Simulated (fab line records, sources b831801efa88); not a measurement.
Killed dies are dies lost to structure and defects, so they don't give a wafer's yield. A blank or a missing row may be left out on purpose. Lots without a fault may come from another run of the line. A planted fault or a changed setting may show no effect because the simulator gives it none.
Split-lot experiment | flow sfq_line | 5 lots, 23 wafers read, on a route of 325 steps

THE SPLIT
At SFQ_TRILAYER_L0_CAP_PECVD_011 (deposits SiO2 from SiH4/N2O, time 13.333 s, target thk 60 nm), the setting time_s was moved away from the recipe's 13.333 s on 5 of the 23 wafers read, by -10.4% to +4.0%. The other wafers ran this setting at the recipe's value.

FROM THE SPLIT TO THE READING: what the file shows between them, 3 steps
- SFQ_TRILAYER_L0_VIA_LITHO_PEB_016: peb time 60 s (also split here: peb_temp_c)
- SFQ_TRILAYER_L0_VIA_LITHO_DEVELOP_015: time 60 s
- SFQ_TRILAYER_L0_VIA_BARC_OPEN_VIA_ETCH_021: etches BARC in O2, target depth 125 nm, time 41.7 s

THE READING
oes_product_au, in a.u., at SFQ_TRILAYER_L0_VIA_ETCH_VIA_ETCH_016 (etches SiO2 in CHF3, stops on MoNx KI, target depth 80 nm). Fault-free wafers of this fab line usually give 0.840 a.u., standard deviation 0.0078 a.u..

wafer  | tool, chamber at the split | time_s as run, s | against the recipe | oes_product_au, a.u. | against lot-mates on the recipe
L075.2 | pecvd-03, 0                | 13.86            | +4.0%              | 0.859                | +0.010
L075.3 | pecvd-03, 1                | 13.86            | +4.0%              | 0.857                | +0.008
L075.4 | pecvd-03, 1                | 13.333           | recipe             | 0.841                | -
L075.5 | pecvd-03, 0                | 13.333           | recipe             | 0.855                | -
L075.6 | pecvd-03, 2                | 13.333           | recipe             | 0.852                | -
L077.1 | pecvd-02, 1                | 13.333           | recipe             | 0.825                | -
L077.2 | pecvd-02, 2                | 13.333           | recipe             | 0.827                | -
L077.4 | pecvd-02, 2                | 13.333           | recipe             | 0.839                | -
L077.5 | pecvd-02, 1                | 13.333           | recipe             | 0.836                | -
L077.6 | pecvd-02, 0                | 13.333           | recipe             | 0.846                | -
L079.1 | pecvd-02, 0                | 13.333           | recipe             | 0.836                | -
L079.4 | pecvd-02, 0                | 13.333           | recipe             | 0.852                | -
L079.6 | pecvd-02, 2                | 13.333           | recipe             | 0.854                | -
L080.1 | pecvd-02, 0                | 13.333           | recipe             | 0.839                | -
L080.2 | pecvd-02, 1                | 13.333           | recipe             | 0.830                | -
L080.3 | pecvd-02, 2                | 13.333           | recipe             | 0.835                | -
L080.5 | pecvd-02, 1                | 13.333           | recipe             | 0.832                | -
L080.6 | pecvd-02, 2                | 13.333           | recipe             | 0.833                | -
L084.1 | pecvd-02, 0                | 13.333           | recipe             | 0.834                | -
L084.2 | pecvd-02, 2                | 11.94            | -10.4%             | 0.784                | -0.056
L084.3 | pecvd-02, 0                | 11.94            | -10.4%             | 0.791                | -0.049
L084.5 | pecvd-02, 0                | 13.333           | recipe             | 0.846                | -
L084.6 | pecvd-02, 2                | 11.94            | -10.4%             | 0.778                | -0.062

THE FIT
A straight line over all 23 wafers: oes_product_au changes by +0.00521 a.u. for each +1% of time_s; r = +0.92; the points scatter about the line by 0.0087 a.u..
The same after taking each lot's own level away (the mean of its wafers on the recipe; 23 wafers): +0.00496 a.u. for each +1%; r = +0.94; scatter 0.0071 a.u..
On that fit, the largest move of time_s shifts the reading by 0.052 a.u..
The lots' own levels span 0.8338 to 0.8493 a.u., that is 2.0 times the standard deviation above.
So the lot-to-lot level changes the slope little: the two slopes agree.
Check: with one of the wafers moved furthest among these (-10.4%) left out of the fit, the line predicts -0.0521 a.u. for it against its lot-mates. It came out at -0.056 a.u. against them.

OTHER SPLITS ON THESE WAFERS
These wafers also went through other splits before the reading. Each is held against what the fit with the lots' levels taken away leaves over:
other split on the same wafers               | wafers away from the commonest value | r with oes_product_au (lot level and that fit taken away)
SFQ_TRILAYER_L0_LITHO_COAT_005 spin_rpm      | 8                                    | -0.21
SFQ_TRILAYER_L0_LITHO_PEB_008 peb_time_s     | 11                                   | +0.01
SFQ_TRILAYER_L0_VIA_LITHO_PEB_016 peb_temp_c | 8                                    | -0.21

THE WHOLE CHAIN: every reading that the file lists as answering this split, in the file's order
step                                  | what it does                                                 | reading                                                                                   | change (the file's fit)                   | r (the file's)
SFQ_TRILAYER_L0_CAP_PECVD_011         | deposits SiO2 from SiH4/N2O, time 13.333 s, target thk 60 nm | SiO2_of_TRILAYER_L0_CAP_PECVD_011.thk_nm (the simulator's own value, which no gauge read) | +0.547 nm for each +1% of the setting     | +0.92
SFQ_TRILAYER_L0_VIA_ETCH_VIA_ETCH_016 | etches SiO2 in CHF3, stops on MoNx KI, target depth 80 nm    | oes_product_au                                                                            | +0.00493 a.u. for each +1% of the setting | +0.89
SFQ_TRILAYER_L0_VIA_ETCH_VIA_ETCH_016 | etches SiO2 in CHF3, stops on MoNx KI, target depth 80 nm    | L0V.feature_depth_nm (the simulator's own value, which no gauge read)                     | +0.547 nm for each +1% of the setting     | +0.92

THE FILE'S OWN FIT
oes_product_au changes by +0.00493 a.u. for each +1% of time_s, r = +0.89.
